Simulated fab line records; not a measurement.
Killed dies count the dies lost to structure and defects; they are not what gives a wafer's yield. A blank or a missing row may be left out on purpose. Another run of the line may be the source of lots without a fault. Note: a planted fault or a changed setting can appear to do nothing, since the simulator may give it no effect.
fab line records	flow sky130
[record] lots = 13	wafers = 39	last-day = 50
route steps=708 shown VIA2@508 METAL3@534 CAPM@537 PAD_OPEN@708
lots with no fault: from the same line, run without faults
start-h: the number of hours between the record's first day and the start of the first shown wafer of the lot	wait-h: hours elapsed since this lot's preceding step	" repeats the value in the row above	L1.1+2: a single row standing in for several wafers	- no value present, or no start provided	* or withheld: withheld	< > ~ a bound
route shown NAME@n: a module of which the file shows steps, and the number in the route of the first	usual: average and standard deviation across the fault-free wafers	same: alike in all rows	chamber/n: place in a boat	sites: the reading at each site	_std_site: how widely they spread, as a standard deviation	_edge_site: mean of outer sites minus mean of inner sites	radius-mm: how far each site lies from the wafer's centre	mask NAME#n: copy n	behind: tool/chamber where the wafer was last shaped	hold: why the lot went on hold/how many hours it stayed there/how the hold came to an end	device: the transistor (n, p or np) that didn't switch	end of line: tests run on the same wafers once the route is complete	a step without rows: its recipe alone	killed: count of dies lost to structure and defects at first sort (not the wafer's yield)	map: a wafer's dies, marking killed ones x, the rest . and places with no die _
set.NAME: the setting that was run; set.NAME@STEP: the one run at that earlier step	model.NAME: the simulator's own value behind a step, which no gauge read
steps of the route over a sample of lots; a table a step, a row a wafer
services: a tool's chamber out of use, with start hour (start-h, from the record's first day; less than 0 if before it), hours out, and reason
[[steps]]
[step SKY_VIA2_THK_MEAS_01]
[recipe] reads = SiO2_of_VIA2_HDPCVD_00
[usual] VIA2_HDPCVD_THK = 1170/13
lot.wafer	tool	chamber	start-h	wait-h	VIA2_HDPCVD_THK[nm]
L231.1	film-metro-03	-	826.31	0.1	1169
L231.2	"	-	"	"	1157
L231.5	"	-	"	"	1175
L233.4	film-metro-03	-	841.21	0.0	1165
L233.5	"	-	"	"	1165
L233.6	"	-	"	"	1176
L235.1	film-metro-03	-	857.47	0.1	1193
L235.2	"	-	"	"	1171
L235.6	"	-	"	"	1189
L236.1	film-metro-01	-	889.57	0.1	1160
L236.5	"	-	"	"	1181
L236.6	"	-	"	"	1182
L237.1	film-metro-03	-	891.71	0.1	1170
L237.5	"	-	"	"	1178
L237.6	"	-	"	"	1152
L239.1	film-metro-03	-	893.82	0.1	1175
L239.2	"	-	"	"	1190
L239.3	"	-	"	"	1171
L240.3	film-metro-02	-	897.20	0.1	1167
L240.4	"	-	"	"	1165
L240.6	"	-	"	"	1169
L241.3	film-metro-03	-	899.60	0.1	1166
L241.5	"	-	"	"	1186
L241.6	"	-	"	"	1159
L246.2	film-metro-03	-	935.41	0.1	1168
L246.5	"	-	"	"	1159
L246.6	"	-	"	"	1192
L249.2	film-metro-01	-	958.19	0.1	1168
L249.3	"	-	"	"	1159
L249.4	"	-	"	"	1146
L250.2	film-metro-02	-	961.68	0.1	1167
L250.3	"	-	"	"	1170
L250.5	"	-	"	"	1177
L252.2	film-metro-02	-	976.30	0.1	1157
L252.5	"	-	"	"	1163
L252.6	"	-	"	"	1173
L253.1	film-metro-03	-	981.27	0.1	1159
L253.4	"	-	"	"	1152
L253.5	"	-	"	"	1166
[step SKY_VIA2_CMP_02]
[recipe] material = SiO2	down-force-psi = 4	platen-rpm = 60	pad-velocity-m-s = 0.94248
[usual] motor-current-A = 12.1/1.5	retaining-ring-pressure-frac = 1.001/0.0051
lot.wafer	tool	chamber	start-h	wait-h	motor-current-A	retaining-ring-pressure-frac
L231.2	cmp-01	0	826.47	0.1	11.7	0.995
L231.1	"	1	"	"	13.1	1.004
L231.5	"	2	"	"	11.0	1.003
L233.4	cmp-01	1	841.34	0.1	13.3	0.993
L233.5	"	3	"	"	11.4	1.002
L233.6	"	0	"	"	12.2	1.005
L235.2	cmp-02	0	857.53	0.0	16.9	0.999
L235.1	"	2	"	"	11.3	1.007
L235.6	"	1	"	"	12.5	0.988
L236.1	cmp-01	0	889.73	0.1	11.6	0.994
L236.5	"	2	"	"	10.8	1.010
L236.6	"	3	"	"	11.2	0.996
L237.1	cmp-01	2	891.92	0.2	11.7	1.006
L237.5	"	3	"	"	11.2	1.005
L237.6	"	0	"	"	12.9	0.996
L239.2	cmp-01	1	893.88	0.0	12.9	1.004
L239.1	"	2	"	"	10.9	0.991
L239.3	"	0	"	"	12.3	1.004
L240.4	cmp-01	0	897.24	0.0	12.5	1.000
L240.3	"	2	"	"	10.9	1.000
L240.6	"	0	"	"	13.0	1.003
L241.3	cmp-01	3	899.69	0.1	11.2	0.999
L241.6	"	2	"	"	11.7	1.009
L241.5	"	3	"	"	11.7	1.001
L246.2	cmp-02	3	935.51	0.1	10.8	0.998
L246.6	"	2	"	"	11.0	1.009
L246.5	"	3	"	"	11.3	1.003
L249.2	cmp-01	2	958.24	0.0	10.7	0.999
L249.4	"	3	"	"	11.5	1.004
L249.3	"	1	"	"	12.5	0.996
L250.3	cmp-02	0	961.83	0.1	16.6	0.999
L250.2	"	1	"	"	11.9	1.006
L250.5	"	3	"	"	11.3	1.005
L252.2	cmp-01	2	976.50	0.2	11.2	1.001
L252.5	"	3	"	"	11.7	0.998
L252.6	"	0	"	"	12.5	1.000
L253.4	cmp-02	0	981.33	0.0	16.3	1.000
L253.1	"	3	"	"	10.6	0.995
L253.5	"	0	"	"	16.7	1.002
[step SKY_METAL3_SPUTTER_02]
[recipe] material = AlCu	target-thk-nm = 735	power-w = 10600	time-s = 39.1	chamber-pressure-pa = 0.4
[usual] throttle-valve-pct = 29.8/1
lot.wafer	tool	chamber	start-h	wait-h	throttle-valve-pct
L231.1	pvd-sputter-03	-	854.90	0.0	30.6
L231.2	"	-	"	"	31.3
L231.5	"	-	"	"	30.3
L233.4	pvd-sputter-01	-	868.61	0.0	28.7
L233.5	"	-	"	"	30.6
L233.6	"	-	"	"	29.5
L235.1	pvd-sputter-01	-	885.08	0.0	31.0
L235.2	"	-	"	"	30.6
L235.6	"	-	"	"	29.9
L236.1	pvd-sputter-03	-	916.24	0.0	31.2
L236.5	"	-	"	"	27.5
L236.6	"	-	"	"	30.0
L237.1	pvd-sputter-02	-	918.90	0.0	29.6
L237.5	"	-	"	"	29.1
L237.6	"	-	"	"	29.1
L239.1	pvd-sputter-01	-	921.17	0.0	28.7
L239.2	"	-	"	"	30.8
L239.3	"	-	"	"	31.2
L240.3	pvd-sputter-02	-	924.94	0.0	29.1
L240.4	"	-	"	"	29.4
L240.6	"	-	"	"	28.9
L241.3	pvd-sputter-01	-	926.93	0.0	29.3
L241.5	"	-	"	"	31.2
L241.6	"	-	"	"	28.9
L246.2	pvd-sputter-03	-	961.00	0.0	30.7
L246.5	"	-	"	"	31.3
L246.6	"	-	"	"	30.1
L249.2	pvd-sputter-03	-	984.14	0.0	31.1
L249.3	"	-	"	"	31.2
L249.4	"	-	"	"	27.7
L250.2	pvd-sputter-03	-	987.85	0.0	30.8
L250.3	"	-	"	"	27.5
L250.5	"	-	"	"	30.1
L252.2	pvd-sputter-02	-	1001.18	0.0	29.3
L252.5	"	-	"	"	29.4
L252.6	"	-	"	"	29.0
L253.1	pvd-sputter-03	-	1006.62	0.0	31.4
L253.4	"	-	"	"	30.9
L253.5	"	-	"	"	27.3
[step SKY_CAPM_CVD_00]
[recipe] material = SiO2	target-thk-nm = 15.5	temp-c = 400	time-s = withheld	rf-w = 450
[usual] heater-power-w = 711/73
lot.wafer	tool	chamber	start-h	wait-h	heater-power-w
L231.1	pecvd-03	1	855.01	0.0	583
L231.2	"	0	"	"	750
L231.5	"	2	"	"	718
L233.4	pecvd-04	2	868.72	0.0	733
L233.5	"	1	"	"	592
L233.6	"	0	"	"	889
L235.1	pecvd-02	1	885.18	0.0	752
L235.2	"	0	"	"	752
L235.6	"	2	"	"	760
L236.1	pecvd-02	2	916.34	0.0	726
L236.5	"	2	"	"	763
L236.6	"	0	"	"	633
L237.1	pecvd-03	2	919.01	0.0	692
L237.5	"	1	"	"	704
L237.6	"	2	"	"	681
L239.1	pecvd-02	2	921.27	0.0	762
L239.2	"	1	"	"	634
L239.3	"	1	"	"	657
L240.3	pecvd-03	1	925.05	0.0	601
L240.4	"	0	"	"	618
L240.6	"	2	"	"	738
L240.3	pecvd-03	1	925	-	610
L240.4	"	0	"	"	606
L240.6	"	2	"	"	718
L241.3	pecvd-04	2	927.04	0.0	747
L241.5	"	1	"	"	596
L241.6	"	2	"	"	731
L246.2	pecvd-04	1	961.10	0.0	660
L246.5	"	2	"	"	741
L246.6	"	0	"	"	864
L246.2	pecvd-04	1	961	-	656
L246.5	"	2	"	"	744
L246.6	"	0	"	"	847
L249.2	pecvd-03	2	984.24	0.0	772
L249.3	"	0	"	"	682
L249.4	"	2	"	"	787
L250.2	pecvd-02	2	987.95	0.0	663
L250.3	"	1	"	"	687
L250.5	"	1	"	"	683
L250.2	pecvd-02	2	988	-	668
L250.3	"	1	"	"	700
L250.5	"	1	"	"	700
L252.2	pecvd-03	2	1001.29	0.0	711
L252.5	"	1	"	"	703
L252.6	"	2	"	"	727
L253.1	pecvd-04	2	1006.73	0.0	766
L253.4	"	2	"	"	778
L253.5	"	0	"	"	887
[step SKY_CAPM_THK_MEAS_01]
[recipe] reads = SiO2_of_CAPM_CVD_00
[usual] CAPM_CVD_00_THK = 15.57/0.22
lot.wafer	tool	chamber	start-h	wait-h	CAPM_CVD_00_THK[nm]
L231.1	film-metro-03	-	855.03	-	15.04
L231.2	"	-	"	"	15.14
L231.5	"	-	"	"	15.65
L233.4	film-metro-03	-	868.77	-	15.59
L233.5	"	-	"	"	15.62
L233.6	"	-	"	"	15.75
L235.1	film-metro-03	-	885.20	-	15.60
L235.2	"	-	"	"	15.47
L235.6	"	-	"	"	16.06
L236.1	film-metro-04	-	916.37	-	15.70
L236.5	"	-	"	"	15.88
L236.6	"	-	"	"	15.66
L237.1	film-metro-02	-	919.03	-	15.54
L237.5	"	-	"	"	15.56
L237.6	"	-	"	"	15.58
L239.1	film-metro-04	-	921.31	-	15.52
L239.2	"	-	"	"	15.50
L239.3	"	-	"	"	15.78
L240.3	film-metro-03	-	925.28	-	30.67
L240.4	"	-	"	"	30.81
L240.6	"	-	"	"	31.38
L241.3	film-metro-03	-	927.08	-	15.20
L241.5	"	-	"	"	15.59
L241.6	"	-	"	"	15.71
L246.2	film-metro-03	-	961.47	-	30.64
L246.5	"	-	"	"	31.35
L246.6	"	-	"	"	31.55
L249.2	film-metro-02	-	984.28	-	15.45
L249.3	"	-	"	"	15.52
L249.4	"	-	"	"	15.94
L250.2	film-metro-03	-	988.23	-	31.43
L250.3	"	-	"	"	31.01
L250.5	"	-	"	"	31.60
L252.2	film-metro-03	-	1001.32	-	15.46
L252.5	"	-	"	"	15.42
L252.6	"	-	"	"	15.75
L253.1	film-metro-03	-	1006.75	-	15.55
L253.4	"	-	"	"	15.79
L253.5	"	-	"	"	16.06
[step SKY_PAD_OPEN_PROBE_99]
[usual] defect-limited-yield = 82.4/2	killed_at_M0_to_M3 = 44/7.1	killed_at_M4_up = 3/1.6	killed-at-contacts = 24/5.4	killed-at-front-end = 15/4.7	killed-at-other = 0.3/0.51	killed-dies = 87/9.9	killed-open = 48/7.6	killed-short = 39/6.3
[same] gross-dies = 492	killed-at-back-side = 0
lot.wafer	tool	chamber	start-h	wait-h	defect-limited-yield[%]	killed_at_M0_to_M3	killed_at_M4_up	killed-at-contacts	killed-at-front-end	killed-at-other	killed-dies	killed-open	killed-short
L231.1	prober-01	-	1079.24	0.1	83.5	44	3	16	18	0	81	39	42
L231.2	prober-01	-	1079.29	0.1	84.6	35	2	23	15	1	76	44	32
L231.5	prober-01	-	1079.44	0.2	80.5	50	6	15	25	0	96	59	37
L233.4	prober-02	-	1090.88	0.2	81.7	40	4	26	20	0	90	45	45
L233.5	prober-02	-	1090.93	0.2	80.3	51	4	27	15	0	97	53	44
L233.6	prober-02	-	1090.98	0.2	80.7	55	1	29	10	0	95	56	39
L235.1	prober-01	-	1104.50	0.1	82.9	51	2	23	8	0	84	47	37
L235.2	prober-01	-	1104.55	0.1	82.3	38	4	27	18	0	87	47	40
L235.6	prober-01	-	1104.75	0.2	80.1	41	4	39	14	0	98	56	42
L240.3	prober-02	-	1136.34	0.2	83.9	44	2	24	9	0	79	40	39
L240.4	prober-02	-	1136.39	0.2	79.3	47	8	25	21	1	102	61	41
L240.6	prober-02	-	1136.49	0.2	84.6	40	5	19	12	0	76	37	39
L241.3	prober-02	-	1138.09	0.2	80.9	42	3	24	25	0	94	61	33
L241.5	prober-02	-	1138.19	0.2	82.7	50	2	24	9	0	85	57	28
L241.6	prober-02	-	1138.24	0.2	82.5	42	5	21	18	0	86	45	41
L249.2	prober-02	-	1179.51	0.1	84.3	43	4	14	16	0	77	45	32
L249.3	prober-02	-	1179.56	0.2	85.4	39	5	18	10	0	72	37	35
L249.4	prober-02	-	1179.61	0.2	82.7	39	2	29	14	1	85	48	37
L250.2	prober-01	-	1180.74	0.1	77.8	51	3	29	26	0	109	57	52
L250.3	prober-01	-	1180.79	0.2	81.7	49	1	26	14	0	90	37	53
L250.5	prober-01	-	1180.89	0.2	81.5	40	3	26	22	0	91	51	40
L252.2	prober-01	-	1191.54	0.1	83.1	43	4	22	12	2	83	43	40
L252.5	prober-01	-	1191.69	0.2	85.0	31	10	22	11	0	74	41	33
L252.6	prober-01	-	1191.74	0.2	85.6	37	1	25	7	1	71	43	28
// killed by level:class
L231.1 VIA1:geometric-particle:open=10 METAL1:geometric-particle:short=7 CONTACT:geometric-particle:short=6 CONTACT:geometric-particle:open=6 VIA1:geometric-particle:short=6 VIA3:geometric-particle:open=6 POLY_GATE:geometric-particle:open=5 POLY_GATE:geometric-particle:short=4
L231.2 VIA1:geometric-particle:open=10 CONTACT:geometric-particle:open=9 LI_CONTACT:geometric-particle:open=6 METAL2:geometric-particle:short=6 VIA3:geometric-particle:short=5 VIA3:geometric-particle:open=4 FIELD_ISO:geometric-particle:short=3 FIELD_ISO:geometric-particle:open=3
L231.5 VIA1:geometric-particle:open=13 VIA2:geometric-particle:open=12 POLY_GATE:geometric-particle:open=9 FIELD_ISO:geometric-particle:open=5 VIA3:geometric-particle:open=5 CONTACT:geometric-particle:open=5 FIELD_ISO:geometric-particle:short=4 VIA2:geometric-particle:short=4
L233.4 VIA1:geometric-particle:open=11 LI_CONTACT:geometric-particle:open=8 METAL2:geometric-particle:short=8 CONTACT:geometric-particle:open=7 VIA1:geometric-particle:short=6 CONTACT:geometric-particle:short=6 FIELD_ISO:geometric-particle:open=5 FIELD_ISO:geometric-particle:short=5
L233.5 CONTACT:geometric-particle:open=10 VIA3:geometric-particle:open=10 VIA1:geometric-particle:short=9 VIA1:geometric-particle:open=8 LI_CONTACT:geometric-particle:open=7 VIA2:geometric-particle:open=6 POLY_GATE:geometric-particle:short=5 FIELD_ISO:geometric-particle:short=4
L233.6 VIA1:geometric-particle:open=16 CONTACT:geometric-particle:open=10 VIA1:geometric-particle:short=9 LI_CONTACT:geometric-particle:open=9 METAL2:geometric-particle:short=6 VIA2:geometric-particle:open=6 VIA3:geometric-particle:open=6 VIA3:geometric-particle:short=5
L235.1 CONTACT:geometric-particle:open=10 VIA1:geometric-particle:open=10 VIA2:geometric-particle:open=9 VIA1:geometric-particle:short=8 LI_CONTACT:geometric-particle:open=7 METAL1:geometric-particle:short=7 VIA3:geometric-particle:short=5 METAL2:geometric-particle:short=4
L235.2 LI_CONTACT:geometric-particle:open=8 CONTACT:geometric-particle:open=8 CONTACT:geometric-particle:short=7 VIA2:geometric-particle:open=7 VIA1:geometric-particle:short=7 METAL2:geometric-particle:short=6 VIA1:geometric-particle:open=6 POLY_GATE:geometric-particle:open=4
L235.6 CONTACT:geometric-particle:open=17 LI_CONTACT:geometric-particle:open=11 VIA1:geometric-particle:open=9 METAL1:geometric-particle:short=8 CONTACT:geometric-particle:short=6 VIA3:geometric-particle:open=6 VIA3:geometric-particle:short=5 POLY_GATE:geometric-particle:open=4
L240.3 CONTACT:geometric-particle:short=9 VIA3:geometric-particle:open=8 VIA2:geometric-particle:open=7 VIA1:geometric-particle:open=7 METAL1:geometric-particle:short=6 CONTACT:geometric-particle:open=5 METAL3:geometric-particle:short=5 LI_CONTACT:geometric-particle:open=4
L240.4 VIA1:geometric-particle:open=17 CONTACT:geometric-particle:open=12 VIA1:geometric-particle:short=9 VIA2:geometric-particle:open=6 FIELD_ISO:geometric-particle:short=5 FIELD_ISO:geometric-particle:open=5 POLY_GATE:geometric-particle:open=5 LI_CONTACT:geometric-particle:open=5
L240.6 VIA1:geometric-particle:open=8 VIA2:geometric-particle:open=7 VIA3:geometric-particle:open=7 METAL1:geometric-particle:short=6 LOCAL_INTERCONNECT:geometric-particle:short=6 FIELD_ISO:geometric-particle:open=5 VIA1:geometric-particle:short=5 LI_CONTACT:geometric-particle:open=4
L241.3 VIA1:geometric-particle:open=12 LI_CONTACT:geometric-particle:open=10 CONTACT:geometric-particle:open=7 VIA3:geometric-particle:open=7 FIELD_ISO:geometric-particle:open=5 FIELD_ISO:geometric-particle:short=5 METAL1:geometric-particle:short=5 VIA2:geometric-particle:open=4
L241.5 VIA1:geometric-particle:open=20 CONTACT:geometric-particle:open=13 METAL1:geometric-particle:short=6 METAL2:geometric-particle:short=6 VIA3:geometric-particle:open=5 LI_CONTACT:geometric-particle:open=4 VIA2:geometric-particle:open=4 VIA3:geometric-particle:short=4
L241.6 VIA1:geometric-particle:open=9 VIA3:geometric-particle:open=8 CONTACT:geometric-particle:open=7 CONTACT:geometric-particle:short=6 VIA1:geometric-particle:short=6 METAL2:geometric-particle:short=5 SPACER:geometric-particle:short=4 LI_CONTACT:geometric-particle:open=4
L249.2 VIA1:geometric-particle:open=11 VIA3:geometric-particle:open=9 LI_CONTACT:geometric-particle:open=6 FIELD_ISO:geometric-particle:open=5 POLY_GATE:geometric-particle:short=5 METAL1:geometric-particle:short=5 VIA1:geometric-particle:short=5 FIELD_ISO:geometric-particle:short=4
L249.3 VIA1:geometric-particle:open=11 VIA2:geometric-particle:open=6 CONTACT:geometric-particle:short=6 VIA1:geometric-particle:short=5 LI_CONTACT:geometric-particle:open=4 LOCAL_INTERCONNECT:geometric-particle:short=4 VIA3:geometric-particle:open=4 POLY_GATE:geometric-particle:open=3
L249.4 VIA1:geometric-particle:open=13 CONTACT:geometric-particle:open=8 LOCAL_INTERCONNECT:geometric-particle:short=7 METAL2:geometric-particle:short=7 FIELD_ISO:geometric-particle:open=5 CONTACT:geometric-particle:short=5 POLY_GATE:geometric-particle:short=4 LOCAL_INTERCONNECT:geometric-particle:open=4
L250.2 VIA1:geometric-particle:open=15 LI_CONTACT:geometric-particle:open=9 LOCAL_INTERCONNECT:geometric-particle:short=8 CONTACT:geometric-particle:open=7 FIELD_ISO:geometric-particle:short=6 VIA1:geometric-particle:short=6 POLY_GATE:geometric-particle:short=5 VIA2:geometric-particle:open=5
L250.3 METAL1:geometric-particle:short=11 VIA1:geometric-particle:open=8 LI_CONTACT:geometric-particle:open=8 CONTACT:geometric-particle:short=6 VIA2:geometric-particle:short=6 METAL2:geometric-particle:short=6 VIA3:geometric-particle:open=6 FIELD_ISO:geometric-particle:short=5
L250.5 CONTACT:geometric-particle:open=9 VIA1:geometric-particle:open=9 VIA2:geometric-particle:open=8 LI_CONTACT:geometric-particle:open=7 POLY_GATE:geometric-particle:open=6 FIELD_ISO:geometric-particle:short=5 VIA2:geometric-particle:short=5 CONTACT:geometric-particle:short=5
L252.2 VIA1:geometric-particle:open=16 METAL1:geometric-particle:short=8 CONTACT:geometric-particle:open=6 CONTACT:geometric-particle:short=6 VIA3:geometric-particle:short=4 METAL2:geometric-particle:short=4 FIELD_ISO:geometric-particle:short=3 POLY_CUT:geometric-particle:open=3
L252.5 LI_CONTACT:geometric-particle:open=9 VIA1:geometric-particle:open=9 METAL4:geometric-particle:short=7 CONTACT:geometric-particle:open=4 LOCAL_INTERCONNECT:geometric-particle:short=4 METAL1:geometric-particle:short=4 VIA3:geometric-particle:open=4 POLY_GATE:geometric-particle:short=3
L252.6 CONTACT:geometric-particle:open=11 VIA3:geometric-particle:open=8 VIA2:geometric-particle:open=7 LI_CONTACT:geometric-particle:open=6 METAL1:geometric-particle:short=4 VIA1:geometric-particle:short=4 METAL2:geometric-particle:short=4 POLY_GATE:geometric-particle:short=3
[[services]]
tool	chamber	start-h	hours	kind
pecvd-03	-	828.42	0.7	repair
cmp-01	-	839.18	0.9	repair
cmp-01	-	850.44	7.2	pm
pvd-sputter-02	-	853.56	1.4	repair
pecvd-04	-	863.37	1.2	repair
pecvd-02	-	867.36	14.6	pm
cmp-02	-	869.08	0.5	repair
pecvd-03	2	871.75	5.5	scheduled-down
pecvd-03	-	874.62	1.3	repair
pvd-sputter-01	-	878.99	1.3	repair
cmp-02	-	885.63	1.4	repair
pvd-sputter-01	-	908.66	1.5	repair
cmp-02	-	912.22	4.0	pm
cmp-02	-	919.57	0.5	repair
pecvd-02	2	932.09	3.2	repair
pecvd-03	0	936.64	2.2	repair
cmp-02	-	942.08	4.7	pm
pvd-sputter-02	-	942.76	0.7	repair
pecvd-03	-	950.89	5.5	pm
pecvd-02	2	952.20	25.4	repair
pecvd-03	0	963.94	16.5	repair
cmp-01	-	972.65	0.3	repair
cmp-01	-	979.39	1.0	repair
cmp-01	-	983.17	1.5	repair
[[key]]
[first-sign] step = SKY_CAPM_CVD_00	reading = visit	direction = added
[effect] step = SKY_CAPM_THK_MEAS_01	reading = CAPM_CVD_00_THK	direction = up	sigmas = 70	usual = 15.57	struck = 31.16
met-at SKY_CAPM_CVD_00
struck-lots L240,L246,L250
not-acting-at SKY_VIA2_THK_MEAS_01,SKY_VIA2_CMP_02,SKY_METAL3_SPUTTER_02
[fault] kind = repeated-step-whole	tool = pecvd-02,pecvd-03,pecvd-04	chamber = -	onset-h = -	steps = SKY_CAPM_CVD_00	times = 1	scope = struck-lots-only
